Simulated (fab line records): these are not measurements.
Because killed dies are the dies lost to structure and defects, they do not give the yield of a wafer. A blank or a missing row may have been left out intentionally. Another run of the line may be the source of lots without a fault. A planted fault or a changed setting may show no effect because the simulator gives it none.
fab line records -- flow gf180mcu -- part 1 of 2: steps 1 to 33 of 45
[record] lots = 5, wafers = 15, last-day = 33
route steps=602 shown POLY_GATE@163 HV_LDD@176
lots that met no fault: taken from a fault-free run of the same line
start-h: hours from the record's first day to the start of the lot's first wafer shown -- wait-h: time in hours since the lot's previous step -- " same as the row above -- L1.1+2: several wafers, shown together as one row -- - no value, or no start given -- * or withheld: withheld -- < > ~ a bound
route shown NAME@n: NAME is a module with steps in the file, n the number in the route of the first one -- usual: mean/standard deviation of fault-free wafers -- same: alike in all rows -- chamber/n: place in a boat -- sites: each site's reading -- _std_site: their standard deviation -- _edge_site: outer sites' mean less inner sites' -- radius-mm: how far each site lies from the wafer's centre -- mask NAME#n: copy n -- behind: the last tool/chamber to shape the wafer -- hold: why the lot was held/for how many hours/how that ended -- device: transistor that didn't switch, given as n, p or np -- end of line: the tests these same wafers got at the end of their route -- a step with no rows: only its recipe -- killed: dies that structure and defects cost at the first sort, which is not the same as the wafer's yield -- map: a wafer's dies, x killed, . not, _ none there
set.NAME: the setting as run; set.NAME@STEP: as run at that earlier step -- model.NAME: the simulator's own value behind a step, which no gauge read
lots at some steps of the route; a table a step, a row a wafer
services: a tool's chamber out of use, with start hour (start-h, from the record's first day; less than 0 if before it), hours out, and reason
[[steps]]
[step GF_POLY_GATE_SOFTBAKE_06]
[recipe] temp-c = 130, time-s = 60, resist = KrF
lot.wafer,tool,chamber,start-h,wait-h
L076.3+5+6,litho-track-03,0,-,-
L089.2+3+4,litho-track-01,0,-,-
L090.2+4+6,litho-track-04,0,-,-
L091.1+2+5,litho-track-01,0,-,-
L093.2+3+6,litho-track-01,0,-,-
[step GF_POLY_GATE_EXPOSE_07]
[recipe] mask-id = Poly2, target-cd-nm = 280, na = 0.68, source-shape = conventional, sigma-outer = 0.6, dose-mj = 28
[same] sigma-outer = 0.6
lot.wafer,tool,chamber,start-h,wait-h,mask
L076.3+5+6,krf-scanner-01,0,-,-,Poly2#0
L089.2+3+4,krf-scanner-01,0,-,-,Poly2#0
L090.2+4+6,krf-scanner-02,0,-,-,Poly2#0
L091.1+2+5,krf-scanner-01,0,-,-,Poly2#0
L093.2+3+6,krf-scanner-01,0,-,-,Poly2#0
[step GF_POLY_GATE_PEB_08]
[recipe] peb-temp-c = 135, peb-time-s = 90, resist = KrF
lot.wafer,tool,chamber,start-h,wait-h
L076.3+5+6,litho-track-01,0,-,-
L089.2+3+4,litho-track-01,0,-,-
L090.2+4+6,litho-track-01,0,-,-
L091.1+2+5,litho-track-03,0,-,-
L093.2+3+6,litho-track-04,0,-,-
[step GF_POLY_GATE_DEVELOP_09]
[recipe] develop-time-s = 60, resist = KrF, dev-temp-c = 21
lot.wafer,tool,chamber,start-h,wait-h
L076.3+5+6,litho-track-01,0,212.34,0.1
L089.2+3+4,litho-track-01,0,306.01,0.2
L090.2+4+6,litho-track-01,0,311.86,0.2
L091.1+2+5,litho-track-03,0,319.76,0.2
L093.2+3+6,litho-track-04,0,328.64,0.2
[step GF_POLY_GATE_CD_MEAS_10]
[recipe] target-cd-nm = 280
[usual] cd-nm = 280.0/1.2
lot.wafer,tool,chamber,start-h,wait-h,cd-nm
L076.3,cd-sem-01,-,212.48,0.1,277.9
L076.5,cd-sem-01,-,212.48,0.1,278.1
L076.6,cd-sem-01,-,212.48,0.1,277.6
L089.2,cd-sem-02,-,306.16,0.1,281.1
L089.3,cd-sem-02,-,306.16,0.1,280.1
L089.4,cd-sem-02,-,306.16,0.1,280.5
L090.2,cd-sem-01,-,312.01,0.1,279.8
L090.4,cd-sem-01,-,312.01,0.1,280.6
L090.6,cd-sem-01,-,312.01,0.1,280.2
L091.1,cd-sem-01,-,319.91,0.1,279.7
L091.2,cd-sem-01,-,319.91,0.1,280.1
L091.5,cd-sem-01,-,319.91,0.1,280.8
L093.2,cd-sem-01,-,328.79,0.1,280.2
L093.3,cd-sem-01,-,328.79,0.1,279.4
L093.6,cd-sem-01,-,328.79,0.1,279.7
[step GF_POLY_GATE_OVL_MEAS_11]
[usual] POLY_GATE_OVL = -3/5.5
lot.wafer,tool,chamber,start-h,wait-h,POLY_GATE_OVL[nm]
L076.3,overlay-02,-,212.57,0.1,-2
L076.5,overlay-02,-,212.57,0.1,1
L076.6,overlay-02,-,212.57,0.1,-7
L089.2,overlay-02,-,306.26,0.1,-1
L089.3,overlay-02,-,306.26,0.1,-4
L089.4,overlay-02,-,306.26,0.1,6
L090.2,overlay-02,-,312.11,0.1,1
L090.4,overlay-02,-,312.11,0.1,0
L090.6,overlay-02,-,312.11,0.1,2
L091.1,overlay-01,-,320.03,0.1,-6
L091.2,overlay-01,-,320.03,0.1,0
L091.5,overlay-01,-,320.03,0.1,-1
L093.2,overlay-01,-,328.90,0.1,-7
L093.3,overlay-01,-,328.90,0.1,-6
L093.6,overlay-01,-,328.90,0.1,-6
[step GF_POLY_GATE_ETCH_12]
[recipe] chemistry = N2/H2, target-depth-a = withheld, overetch-a = withheld, time-s = withheld, target = BARC, ion-energy-ev = 200, source-w = 500, bias-w = 100, pressure-mtorr = 30, n2-flow-sccm = 100, h2-flow-sccm = 200
[usual] drypump-motor-current-A = 5.9/0.42, oes-product-au = 0.736/0.0054, throttle-valve-pct = 13.214/0.0083
lot.wafer,tool,chamber,start-h,wait-h,drypump-motor-current-A,oes-product-au,throttle-valve-pct
L076.3,rie-diel-04,0,212.60,0.0,6.2,0.739,13.221
L076.5,rie-diel-04,0,212.60,0.0,6.2,0.737,13.199
L076.6,rie-diel-04,3,212.60,0.0,5.8,0.744,13.225
L089.2,rie-diel-02,0,306.29,0.0,5.7,0.740,13.204
L089.3,rie-diel-02,2,306.29,0.0,5.5,0.733,13.212
L089.4,rie-diel-02,3,306.29,0.0,6.2,0.741,13.209
L090.2,rie-diel-04,0,312.14,0.0,6.2,0.735,13.227
L090.4,rie-diel-04,1,312.14,0.0,4.9,0.733,13.215
L090.6,rie-diel-04,0,312.14,0.0,6.2,0.737,13.202
L091.1,rie-diel-02,1,320.07,0.0,6.3,0.741,13.227
L091.2,rie-diel-02,2,320.07,0.0,5.5,0.734,13.209
L091.5,rie-diel-02,0,320.07,0.0,5.7,0.748,13.199
L093.2,rie-diel-03,2,328.93,0.0,6.5,0.740,13.213
L093.3,rie-diel-03,0,328.93,0.0,5.7,0.733,13.205
L093.6,rie-diel-03,0,328.93,0.0,5.6,0.730,13.221
[step GF_POLY_GATE_ETCH_13]
[recipe] target = poly-Si, target-depth-nm = 198.5, stop-on = SiO2, over-etch-frac = 0.403, chemistry = HBr/Cl2, icp-w = 400, bias-w = 100, pressure-mtorr = 10, HBr_flow_sccm = 150, Cl2_flow_sccm = 50, time-s = 69.6
[usual] drypump-motor-current-A = 5.5/0.4, oes-product-au = 0.992/0.0092, throttle-valve-pct = 33.683/0.0092
lot.wafer,tool,chamber,start-h,wait-h,drypump-motor-current-A,oes-product-au,rf-hours-counter-h,throttle-valve-pct
L076.3,rie-si-02,1,212.65,-,5.8,0.981,0,33.667
L076.5,rie-si-02,1,212.65,-,5.8,0.984,-,33.675
L076.6,rie-si-02,2,212.65,-,4.8,1.003,-,33.683
L089.2,rie-si-01,2,306.34,-,5.5,0.979,38,33.688
L089.3,rie-si-01,0,306.34,-,5.1,0.978,60,33.694
L089.4,rie-si-01,1,306.34,-,5.3,0.983,4,33.682
L090.2,rie-si-02,2,312.19,-,4.8,0.999,97,33.683
L090.4,rie-si-02,0,312.19,-,5.9,1.003,22,33.687
L090.6,rie-si-02,1,312.19,-,5.8,0.987,-,33.679
L091.1,rie-si-02,0,320.12,-,6.0,0.988,22,33.701
L091.2,rie-si-02,2,320.12,-,4.8,0.986,97,33.682
L091.5,rie-si-02,0,320.12,-,6.0,1.002,-,33.669
L093.2,rie-si-01,0,328.98,-,5.1,0.985,60,33.675
L093.3,rie-si-01,3,328.98,-,5.2,0.988,41,33.665
L093.6,rie-si-01,2,328.98,-,5.5,0.974,-,33.686
[step GF_POLY_GATE_STRIP_14]
[recipe] chemistry = O2/N2, power-w = 1400, pressure-mtorr = 1500, platen-temp-c = 250, o2-flow-sccm = 3000, n2-flow-sccm = 300, overash-fraction = 0.5
[usual] drypump-motor-current-A = 5.7/0.37, heater-power-w = 309/40, oes-product-au = 0.505/0.0047
lot.wafer,tool,chamber,start-h,wait-h,drypump-motor-current-A,heater-power-w,oes-product-au,rf-hours-counter-h
L076.3,plasma-asher-02,0,212.74,0.1,6.1,365,0.502,-
L076.5,plasma-asher-02,1,212.74,0.1,5.6,347,0.499,-
L076.6,plasma-asher-02,0,212.74,0.1,6.0,359,0.502,-
L089.2,plasma-asher-02,0,306.40,0.0,6.0,357,0.500,60
L089.3,plasma-asher-02,0,306.40,0.0,6.0,353,0.507,-
L089.4,plasma-asher-02,1,306.40,0.0,5.6,347,0.503,-
L090.2,plasma-asher-03,1,312.25,0.0,6.4,241,0.510,20
L090.4,plasma-asher-03,1,312.25,0.0,6.4,240,0.503,-
L090.6,plasma-asher-03,1,312.25,0.0,6.4,240,0.508,-
L091.1,plasma-asher-01,0,320.17,0.0,5.5,291,0.499,65
L091.2,plasma-asher-01,1,320.17,0.0,5.6,326,0.511,65
L091.5,plasma-asher-01,0,320.17,0.0,5.5,302,0.506,-
L093.2,plasma-asher-01,0,329.03,0.0,5.5,305,0.506,66
L093.3,plasma-asher-01,1,329.03,0.0,5.5,336,0.510,-
L093.6,plasma-asher-01,1,329.03,0.0,5.6,329,0.508,-
[step GF_POLY_GATE_CLEAN_15]
[recipe] chemistry = SC1/SC2, mix = 1:4:20, temp-c = 70, time-s = 150, dry = n2-spin
lot.wafer,tool,chamber,start-h,wait-h
L076.3+5+6,wet-bench-01,0,212.80,0.0
L089.2+3+4,wet-bench-02,2,306.50,0.1
L090.2+4+6,wet-bench-03,1,312.35,0.1
L091.1+2+5,wet-bench-01,3,320.27,0.1
L093.2+3+6,wet-bench-01,2,329.13,0.1
[step GF_POLY_GATE_OXIDATION_16]
[recipe] temp-c = 850, ambient = O2, stabilise-s = 600, purge-s = 300, target-thk-a = 40, ox-time-s = 899
[usual] ox-temp-c-max = 853.5/0.74, tube-center-temp-C = 850.01/0.078
lot.wafer,tool,chamber,start-h,wait-h,ox-temp-c-max,tube-center-temp-C
L076.3,furnace-02,0,213.69,0.8,854.2,850.09
L076.5,furnace-02,0,213.69,0.8,853.9,850.04
L076.6,furnace-02,0,213.69,0.8,854.4,849.91
L089.2,furnace-01,0,307.23,0.7,852.8,850.14
L089.3,furnace-01,0,307.23,0.7,852.8,850.01
L089.4,furnace-01,0,307.23,0.7,853.0,850.05
L090.2,furnace-01,0,314.12,1.7,853.3,850.11
L090.4,furnace-01,0,314.12,1.7,852.0,850.03
L090.6,furnace-01,0,314.12,1.7,852.6,849.97
L091.1,furnace-02,0,320.61,0.2,853.7,849.83
L091.2,furnace-02,0,320.61,0.2,855.1,849.95
L091.5,furnace-02,0,320.61,0.2,853.8,849.86
L093.2,furnace-01,0,329.18,0.0,853.1,849.93
L093.3,furnace-01,0,329.18,0.0,853.6,850.01
L093.6,furnace-01,0,329.18,0.0,853.6,849.99
[step GF_POLY_GATE_THK_MEAS_17]
[recipe] reads = SiO2_of_POLY_GATE_OXIDATION_16
[usual] POLY_GATE_OXIDATION_THK = 4.01/0.072
lot.wafer,tool,chamber,start-h,wait-h,POLY_GATE_OXIDATION_THK[nm]
L076.3,film-metro-04,-,214.96,0.0,4.05
L076.5,film-metro-04,-,214.96,0.0,3.90
L076.6,film-metro-04,-,214.96,0.0,4.06
L089.2,film-metro-03,-,308.49,0.0,4.12
L089.3,film-metro-03,-,308.49,0.0,4.13
L089.4,film-metro-03,-,308.49,0.0,4.10
L090.2,film-metro-04,-,315.38,0.0,4.06
L090.4,film-metro-04,-,315.38,0.0,4.08
L090.6,film-metro-04,-,315.38,0.0,4.05
L091.1,film-metro-04,-,321.86,0.0,3.93
L091.2,film-metro-04,-,321.86,0.0,3.87
L091.5,film-metro-04,-,321.86,0.0,3.83
L093.2,film-metro-01,-,330.44,0.0,3.94
L093.3,film-metro-01,-,330.44,0.0,4.00
L093.6,film-metro-01,-,330.44,0.0,4.03
[step GF_POLY_GATE_CD_MEAS_18]
[usual] cd-nm = 280.1/1.8
lot.wafer,tool,chamber,start-h,wait-h,cd-nm
L076.3,cd-sem-02,-,215.06,0.1,279.4
L076.5,cd-sem-02,-,215.06,0.1,278.5
L076.6,cd-sem-02,-,215.06,0.1,276.6
L089.2,cd-sem-02,-,308.57,0.1,279.4
L089.3,cd-sem-02,-,308.57,0.1,279.4
L089.4,cd-sem-02,-,308.57,0.1,281.5
L090.2,cd-sem-02,-,315.46,0.1,278.2
L090.4,cd-sem-02,-,315.46,0.1,282.7
L090.6,cd-sem-02,-,315.46,0.1,281.6
L091.1,cd-sem-02,-,321.92,0.1,279.5
L091.2,cd-sem-02,-,321.92,0.1,277.3
L091.5,cd-sem-02,-,321.92,0.1,281.1
L093.2,cd-sem-02,-,330.52,0.1,282.4
L093.3,cd-sem-02,-,330.52,0.1,280.5
L093.6,cd-sem-02,-,330.52,0.1,278.4
[step GF_HV_LDD_DEHYDRATE_00]
[recipe] temp-c = 200, time-s = 60
lot.wafer,tool,chamber,start-h,wait-h
L076.3+5+6,litho-track-03,0,223.21,8.1
L089.2+3+4,litho-track-03,0,318.38,9.8
L090.2+4+6,litho-track-02,0,325.33,9.8
L091.1+2+5,litho-track-02,0,332.05,10.1
L093.2+3+6,litho-track-01,0,340.81,10.3
[step GF_HV_LDD_HMDS_01]
[recipe] prime-time-s = 60, prime-temp-c = 120
[same] prime-time-s = 60
lot.wafer,tool,chamber,start-h,wait-h
L076.3+5+6,litho-track-03,0,223.36,0.1
L089.2+3+4,litho-track-03,0,318.53,0.1
L090.2+4+6,litho-track-02,0,325.48,0.1
L091.1+2+5,litho-track-02,0,332.20,0.1
L093.2+3+6,litho-track-01,0,340.96,0.1
[step GF_HV_LDD_COAT_02]
[recipe] resist = NOVOLAK, spin-rpm = 3000, resist-thk-nm = 1000
lot.wafer,tool,chamber,start-h,wait-h
L076.3+5+6,litho-track-03,0,223.51,0.1
L089.2+3+4,litho-track-03,0,318.68,0.1
L090.2+4+6,litho-track-02,0,325.63,0.1
L091.1+2+5,litho-track-02,0,332.35,0.1
L093.2+3+6,litho-track-01,0,341.11,0.1
[step GF_HV_LDD_SOFTBAKE_03]
[recipe] temp-c = 90, time-s = 60, resist = NOVOLAK
lot.wafer,tool,chamber,start-h,wait-h
L076.3+5+6,litho-track-03,0,223.66,0.1
L089.2+3+4,litho-track-03,0,318.83,0.1
L090.2+4+6,litho-track-02,0,325.78,0.1
L091.1+2+5,litho-track-02,0,332.50,0.1
L093.2+3+6,litho-track-01,0,341.26,0.1
[step GF_HV_LDD_EXPOSE_04]
[recipe] mask-id = Nplus_LV_AREA, target-cd-nm = 400, na = 0.6, source-shape = conventional, sigma-outer = 0.6, dose-mj = 140
[same] sigma-outer = 0.6
lot.wafer,tool,chamber,start-h,wait-h,mask
L076.3+5+6,iline-stepper-01,0,-,-,Nplus_LV_AREA#0
L089.2+3+4,iline-stepper-02,0,-,-,Nplus_LV_AREA#0
L090.2+4+6,iline-stepper-01,0,-,-,Nplus_LV_AREA#0
L091.1+2+5,iline-stepper-02,0,-,-,Nplus_LV_AREA#0
L093.2+3+6,iline-stepper-02,0,-,-,Nplus_LV_AREA#0
[step GF_HV_LDD_PEB_05]
[recipe] temp-c = withheld, time-s = *, resist = NOVOLAK
lot.wafer,tool,chamber,start-h,wait-h
L076.3+5+6,litho-track-01,0,-,-
L089.2+3+4,litho-track-01,0,-,-
L090.2+4+6,litho-track-01,0,-,-
L091.1+2+5,litho-track-01,0,-,-
L093.2+3+6,litho-track-02,0,-,-
[step GF_HV_LDD_DEVELOP_06]
[recipe] develop-time-s = 60, dev-temp-c = 23
lot.wafer,tool,chamber,start-h,wait-h
L076.3+5+6,litho-track-01,0,232.24,0.1
L089.2+3+4,litho-track-01,0,328.66,0.1
L090.2+4+6,litho-track-01,0,336.11,0.1
L091.1+2+5,litho-track-01,0,342.84,0.1
L093.2+3+6,litho-track-02,0,352.03,0.1
[step GF_HV_LDD_CD_MEAS_07]
[recipe] target-cd-nm = 400
[usual] cd-nm = 399/3.3
lot.wafer,tool,chamber,start-h,wait-h,cd-nm
L076.3,cd-sem-01,-,232.38,0.1,395
L076.5,cd-sem-01,-,232.38,0.1,397
L076.6,cd-sem-01,-,232.38,0.1,396
L089.2,cd-sem-02,-,328.81,0.1,396
L089.3,cd-sem-02,-,328.81,0.1,395
L089.4,cd-sem-02,-,328.81,0.1,395
L090.2,cd-sem-02,-,336.26,0.1,397
L090.4,cd-sem-02,-,336.26,0.1,397
L090.6,cd-sem-02,-,336.26,0.1,396
L091.1,cd-sem-02,-,342.99,0.1,402
L091.2,cd-sem-02,-,342.99,0.1,402
L091.5,cd-sem-02,-,342.99,0.1,402
L093.2,cd-sem-02,-,352.17,0.1,398
L093.3,cd-sem-02,-,352.17,0.1,399
L093.6,cd-sem-02,-,352.17,0.1,398
[step GF_HV_LDD_OVL_MEAS_08]
[usual] HV_LDD_OVL = 0.2/1.8
lot.wafer,tool,chamber,start-h,wait-h,HV_LDD_OVL[nm]
L076.3,overlay-01,-,232.47,0.1,3.5
L076.5,overlay-01,-,232.47,0.1,1.4
L076.6,overlay-01,-,232.47,0.1,1.0
L089.2,overlay-02,-,328.91,0.1,-0.2
L089.3,overlay-02,-,328.91,0.1,1.2
L089.4,overlay-02,-,328.91,0.1,1.4
L090.2,overlay-02,-,336.36,0.1,-0.1
L090.4,overlay-02,-,336.36,0.1,-1.1
L090.6,overlay-02,-,336.36,0.1,-1.7
L091.1,overlay-02,-,343.11,0.1,-0.3
L091.2,overlay-02,-,343.11,0.1,-1.1
L091.5,overlay-02,-,343.11,0.1,-0.4
L093.2,overlay-01,-,352.28,0.1,0.1
L093.3,overlay-01,-,352.28,0.1,0.5
L093.6,overlay-01,-,352.28,0.1,-0.1
[step GF_HV_LDD_IMPLANT_09]
[recipe] species = As, energy-kev = 40, dose-cm2 = 1e+14, tilt-deg = 7
[usual] beam-on-s = 9.99/0.2, tilt-deg = 7.001/0.023
lot.wafer,tool,chamber,start-h,wait-h,beam-on-s,tilt-deg
L076.3,implanter-02,0,232.55,0.1,9.97,7.016
L076.5,implanter-02,0,232.55,0.1,9.81,7.003
L076.6,implanter-02,0,232.55,0.1,9.75,6.993
L089.2,implanter-01,0,328.97,0.0,9.93,6.989
L089.3,implanter-01,0,328.97,0.0,10.28,6.975
L089.4,implanter-01,0,328.97,0.0,10.17,6.973
L090.2,implanter-01,0,336.42,0.0,9.84,6.997
L090.4,implanter-01,0,336.42,0.0,9.97,7.012
L090.6,implanter-01,0,336.42,0.0,10.18,7.007
L091.1,implanter-01,0,343.14,0.0,10.03,6.993
L091.2,implanter-01,0,343.14,0.0,9.99,6.958
L091.5,implanter-01,0,343.14,0.0,10.62,6.996
L093.2,implanter-01,0,352.33,0.0,9.84,7.022
L093.3,implanter-01,0,352.33,0.0,10.27,7.000
L093.6,implanter-01,0,352.33,0.0,9.99,7.001
[step GF_HV_LDD_STRIP_10]
[recipe] chemistry = O2/N2, power-w = 1400, pressure-mtorr = 1500, platen-temp-c = 250, o2-flow-sccm = 3000, n2-flow-sccm = 300, overash-fraction = 0.5
[usual] drypump-motor-current-A = 5.67/0.24, heater-power-w = 334/23, oes-product-au = 0.716/0.0047, strip-time-to-endpoint-s = 12.62/0.032
lot.wafer,tool,chamber,start-h,wait-h,drypump-motor-current-A,heater-power-w,oes-product-au,rf-hours-counter-h,strip-time-to-endpoint-s
L076.3,plasma-asher-01,1,232.68,0.1,5.57,335,0.703,-,12.61
L076.5,plasma-asher-01,0,232.68,0.1,5.49,301,0.709,-,12.60
L076.6,plasma-asher-01,1,232.68,0.1,5.57,332,0.726,-,12.57
L089.2,plasma-asher-02,1,329.09,0.1,5.60,345,0.719,63,12.66
L089.3,plasma-asher-02,1,329.09,0.1,5.63,351,0.713,-,12.61
L089.4,plasma-asher-02,0,329.09,0.1,6.05,358,0.720,-,12.63
L090.2,plasma-asher-02,0,336.54,0.1,6.05,366,0.712,64,12.67
L090.4,plasma-asher-02,1,336.54,0.1,5.59,349,0.717,-,12.68
L090.6,plasma-asher-02,0,336.54,0.1,6.06,361,0.712,-,12.69
L091.1,plasma-asher-01,1,343.29,0.1,5.56,338,0.709,68,12.59
L091.2,plasma-asher-01,0,343.29,0.1,5.47,298,0.719,68,12.62
L091.5,plasma-asher-01,1,343.29,0.1,5.54,333,0.714,-,12.57
L093.2,plasma-asher-02,0,352.46,0.1,6.04,366,0.723,65,12.62
L093.3,plasma-asher-02,1,352.46,0.1,5.59,353,0.718,-,12.58
L093.6,plasma-asher-02,0,352.46,0.1,6.05,361,0.706,-,12.60
[step GF_HV_LDD_TW_MEAS_11]
[usual] HV_LDD_TW = 2424/15
lot.wafer,tool,chamber,start-h,wait-h,HV_LDD_TW
L076.3,film-metro-03,-,232.77,0.1,2411
L076.5,film-metro-03,-,232.77,0.1,2420
L076.6,film-metro-03,-,232.77,0.1,2392
L089.2,film-metro-04,-,329.20,0.1,2434
L089.3,film-metro-04,-,329.20,0.1,2433
L089.4,film-metro-04,-,329.20,0.1,2431
L090.2,film-metro-04,-,336.65,0.1,2432
L090.4,film-metro-04,-,336.65,0.1,2450
L090.6,film-metro-04,-,336.65,0.1,2434
L091.1,film-metro-04,-,343.39,0.1,2436
L091.2,film-metro-04,-,343.39,0.1,2441
L091.5,film-metro-04,-,343.39,0.1,2439
L093.2,film-metro-03,-,352.57,0.1,2418
L093.3,film-metro-03,-,352.57,0.1,2415
L093.6,film-metro-03,-,352.57,0.1,2421
[step GF_HV_LDD_DEHYDRATE_12]
[recipe] temp-c = 200, time-s = 60
lot.wafer,tool,chamber,start-h,wait-h
L076.3+5+6,litho-track-03,0,240.91,8.1
L089.2+3+4,litho-track-03,0,339.23,10.0
L090.2+4+6,litho-track-03,0,346.63,10.0
L091.1+2+5,litho-track-03,0,353.51,10.1
L093.2+3+6,litho-track-02,0,362.38,9.8
[step GF_HV_LDD_HMDS_13]
[recipe] prime-time-s = 60, prime-temp-c = 120
[same] prime-time-s = 60
lot.wafer,tool,chamber,start-h,wait-h
L076.3+5+6,litho-track-03,0,241.06,0.1
L089.2+3+4,litho-track-03,0,339.38,0.1
L090.2+4+6,litho-track-03,0,346.78,0.1
L091.1+2+5,litho-track-03,0,353.66,0.1
L093.2+3+6,litho-track-02,0,362.53,0.1
[step GF_HV_LDD_COAT_14]
[recipe] resist = NOVOLAK, spin-rpm = 3000, resist-thk-nm = 1000
lot.wafer,tool,chamber,start-h,wait-h
L076.3+5+6,litho-track-03,0,241.21,0.1
L089.2+3+4,litho-track-03,0,339.53,0.1
L090.2+4+6,litho-track-03,0,346.93,0.1
L091.1+2+5,litho-track-03,0,353.81,0.1
L093.2+3+6,litho-track-02,0,362.68,0.1
[step GF_HV_LDD_SOFTBAKE_15]
[recipe] temp-c = 90, time-s = 60, resist = NOVOLAK
lot.wafer,tool,chamber,start-h,wait-h
L076.3+5+6,litho-track-03,0,241.36,0.1
L089.2+3+4,litho-track-03,0,339.68,0.1
L090.2+4+6,litho-track-03,0,347.08,0.1
L091.1+2+5,litho-track-03,0,353.96,0.1
L093.2+3+6,litho-track-02,0,362.83,0.1
[step GF_HV_LDD_EXPOSE_16]
[recipe] mask-id = Pplus_LV_AREA, target-cd-nm = 400, na = 0.6, source-shape = conventional, sigma-outer = 0.6, dose-mj = 140
[same] sigma-outer = 0.6
lot.wafer,tool,chamber,start-h,wait-h,mask
L076.3+5+6,iline-stepper-02,0,-,-,Pplus_LV_AREA#0
L089.2+3+4,iline-stepper-01,0,-,-,Pplus_LV_AREA#0
L090.2+4+6,iline-stepper-01,0,-,-,Pplus_LV_AREA#0
L091.1+2+5,iline-stepper-01,0,-,-,Pplus_LV_AREA#0
L093.2+3+6,iline-stepper-02,0,-,-,Pplus_LV_AREA#0
[step GF_HV_LDD_PEB_17]
[recipe] temp-c = withheld, time-s = *, resist = NOVOLAK
lot.wafer,tool,chamber,start-h,wait-h
L076.3+5+6,litho-track-02,0,-,-
L089.2+3+4,litho-track-03,0,-,-
L090.2+4+6,litho-track-03,0,-,-
L091.1+2+5,litho-track-01,0,-,-
L093.2+3+6,litho-track-03,0,-,-
[step GF_HV_LDD_DEVELOP_18]
[recipe] develop-time-s = 60, dev-temp-c = 23
lot.wafer,tool,chamber,start-h,wait-h
L076.3+5+6,litho-track-02,0,250.30,0.1
L089.2+3+4,litho-track-03,0,350.28,0.1
L090.2+4+6,litho-track-03,0,357.28,0.1
L091.1+2+5,litho-track-01,0,364.79,0.1
L093.2+3+6,litho-track-03,0,373.73,0.1
[step GF_HV_LDD_CD_MEAS_19]
[recipe] target-cd-nm = 400
[usual] cd-nm = 400.3/2.3
lot.wafer,tool,chamber,start-h,wait-h,cd-nm
L076.3,cd-sem-02,-,250.44,0.1,400.4
L076.5,cd-sem-02,-,250.44,0.1,400.3
L076.6,cd-sem-02,-,250.44,0.1,399.9
L089.2,cd-sem-01,-,350.43,0.1,401.0
L089.3,cd-sem-01,-,350.43,0.1,401.2
L089.4,cd-sem-01,-,350.43,0.1,400.0
L090.2,cd-sem-01,-,357.43,0.1,398.8
L090.4,cd-sem-01,-,357.43,0.1,398.5
L090.6,cd-sem-01,-,357.43,0.1,398.5
L091.1,cd-sem-01,-,364.94,0.1,406.4
L091.2,cd-sem-01,-,364.94,0.1,404.0
L091.5,cd-sem-01,-,364.94,0.1,405.0
L093.2,cd-sem-02,-,373.88,0.1,403.5
L093.3,cd-sem-02,-,373.88,0.1,403.3
L093.6,cd-sem-02,-,373.88,0.1,401.0
